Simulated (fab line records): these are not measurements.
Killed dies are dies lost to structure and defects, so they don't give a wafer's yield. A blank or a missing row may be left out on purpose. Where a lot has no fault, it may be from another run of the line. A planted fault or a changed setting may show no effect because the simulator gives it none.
The same fault as seen by 2 desks -- flow sky130 -- only its own numbers are on each desk; what lay behind them is given at the end

== AT THE METROLOGY DESK ==
What the gauges read, lot by lot, whatever tool the lot ran on: means of the sampled wafers that have a number. Marked OUT: a lot whose mean sits more than 4 standard deviations from the usual mean, which makes it out of limits; the brackets give that distance.
Columns: A = cd_nm at SKY_METAL4_CD_MEAS_13, usual 299.6 nm; B = METAL4_OVL at SKY_METAL4_OVL_MEAS_14, usual 6 nm; C = VIA4_HDPCVD_THK at SKY_VIA4_THK_MEAS_01, usual 1750 nm; D = VIA4_BOW at SKY_VIA4_BOW_MEAS_03, usual 79 um; E = VIA4_OVL at SKY_VIA4_OVL_MEAS_11, usual -0.5 nm; F = VIA4_W_RS at SKY_VIA4_RS_MEAS_19, usual 0.2272 ohm/sq; G = VIA4_W_THK at SKY_VIA4_THK_MEAS_20, usual 497 nm
lot,first seen here,A,B,C,D,E,F,G
L555,day 43 00:56,299.6,1,1748,79,-0.7,0.2278,496
L560,day 44 16:22,299.6,9,1733,78,-0.4,0.2251,510
L566,day 46 03:14,300.2,9,1746,78,-0.6,0.2249,502
L568,day 46 12:47,299.8,11,1749,78,-1.3,0.2261,508
L569,day 46 18:14,300.0,8,1763,80,-1.3,0.2250,509
Result from this desk: across the 5 lots, nothing is out of limits.

== THE TOOL OWNER'S DESK: rie_metal-01 ==
The tool's own readings at SKY_METAL4_METAL_ETCH_18 (etches the open film in Cl2/BCl3, stops on SiO2, target depth 845 nm, time 183.1 s): means of the sampled wafers that have a number, for each lot that ran on this tool. Marked OUT: a lot whose mean sits more than 4 standard deviations from the usual mean, which makes it out of limits; the brackets give that distance.
Columns: A = drypump_motor_current_A at SKY_METAL4_METAL_ETCH_18, usual 5.7 A; B = mfc_cl2_sccm at SKY_METAL4_METAL_ETCH_18, usual 60.02 sccm; C = oes_product_au at SKY_METAL4_METAL_ETCH_18, usual 0.864 a.u.; D = throttle_valve_pct at SKY_METAL4_METAL_ETCH_18, usual 22.266 %
lot,first seen here,A,B,C,D
L555,day 43 01:14,5.6,59.87,0.864,22.262
L566,day 46 03:32,5.6,59.92,0.858,22.265
Result from this desk: across the 2 lots, nothing is out of limits.

== ALL TOGETHER ==
At the metrology desk, nothing out of limits was observed.
The tool owner's desk saw nothing out of limits.

== WHAT THE SIMULATOR HAD PUT IN ==
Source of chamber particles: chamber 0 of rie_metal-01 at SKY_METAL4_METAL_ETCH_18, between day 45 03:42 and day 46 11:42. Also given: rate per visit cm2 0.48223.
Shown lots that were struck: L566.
